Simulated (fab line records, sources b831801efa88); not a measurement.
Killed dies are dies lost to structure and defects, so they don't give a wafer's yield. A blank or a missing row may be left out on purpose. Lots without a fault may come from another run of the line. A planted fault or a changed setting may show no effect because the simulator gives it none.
Chamber matching | flow gf180mcu | GF_V3_CVD_00 on hdpcvd-02: 3 sister chambers
The step deposits SiO2, target thk 600 nm, time 100 s. 16 wafers are shown with their chamber, then 8 later ones without.

WAFERS WITH THEIR CHAMBER
wafer  | chamber | sih4_flow_sccm (sccm) | pressure_mtorr (mTorr)
L316.2 | 1       | 60.04                 | 6.018
L316.3 | 0       | 60.10                 | 6.003
L316.4 | 1       | 60.10                 | 6.008
L320.1 | 0       | 60.01                 | 6.009
L320.2 | 1       | 60.24                 | 6.001
L320.5 | 1       | 60.10                 | 6.002
L321.1 | 0       | 60.15                 | 5.997
L321.2 | 2       | 60.05                 | 6.005
L321.6 | 1       | 60.20                 | 6.006
L322.2 | 1       | 60.24                 | 5.979
L322.5 | 0       | 59.87                 | 6.006
L322.6 | 2       | 60.14                 | 5.996
L323.2 | 0       | 59.93                 | 5.989
L323.3 | 2       | 60.11                 | 5.993
L323.5 | 0       | 59.70                 | 5.997
L335.2 | 1       | 60.05                 | 6.007

SIGNATURES (means of the wafers above)
reading        | chamber 0 | chamber 1 | chamber 2 | scatter within a chamber
sih4_flow_sccm | 59.9600   | 60.1386   | 60.1000   | 0.119
pressure_mtorr | 6.00017   | 6.00300   | 5.99800   | 0.0096
Rule: a wafer's distance from a chamber is the root of the sum, over the readings, of the square of ((its reading less the chamber's mean) divided by the reading's scatter). The wafer belongs to the nearest chamber; if the next one is less than 2 further off, it can't be placed. The scatter: the root of (the sum of the squares of (reading less its chamber's mean) over the shown wafers, divided by (wafers less chambers)).

WAFERS WITHOUT THEIR CHAMBER
wafer  | sih4_flow_sccm (sccm) | pressure_mtorr (mTorr)
L335.5 | 60.20                 | 5.993
L335.6 | 60.06                 | 6.012
L336.2 | 59.96                 | 5.996
L336.4 | 60.30                 | 6.000
L336.5 | 59.91                 | 5.982
L338.1 | 60.28                 | 5.999
L338.2 | 60.03                 | 6.000
L338.5 | 59.94                 | 5.994

WHICH CHAMBER EACH WENT THROUGH
wafer  | from the rows above          | in truth
L335.5 | can't be placed: 2 or 1 or 0 | 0
L335.6 | can't be placed: 1 or 0 or 2 | 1
L336.2 | can't be placed: 0 or 2 or 1 | 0
L336.4 | can't be placed: 1 or 2 or 0 | 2
L336.5 | can't be placed: 0 or 2 or 1 | 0
L338.1 | can't be placed: 1 or 2 or 0 | 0
L338.2 | can't be placed: 0 or 2 or 1 | 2
L338.5 | can't be placed: 0 or 2 or 1 | 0
Placed correctly: 0 of 8. Can't be placed from these rows: 8 (the true chamber is among the candidates in 8). Placed wrongly: 0.
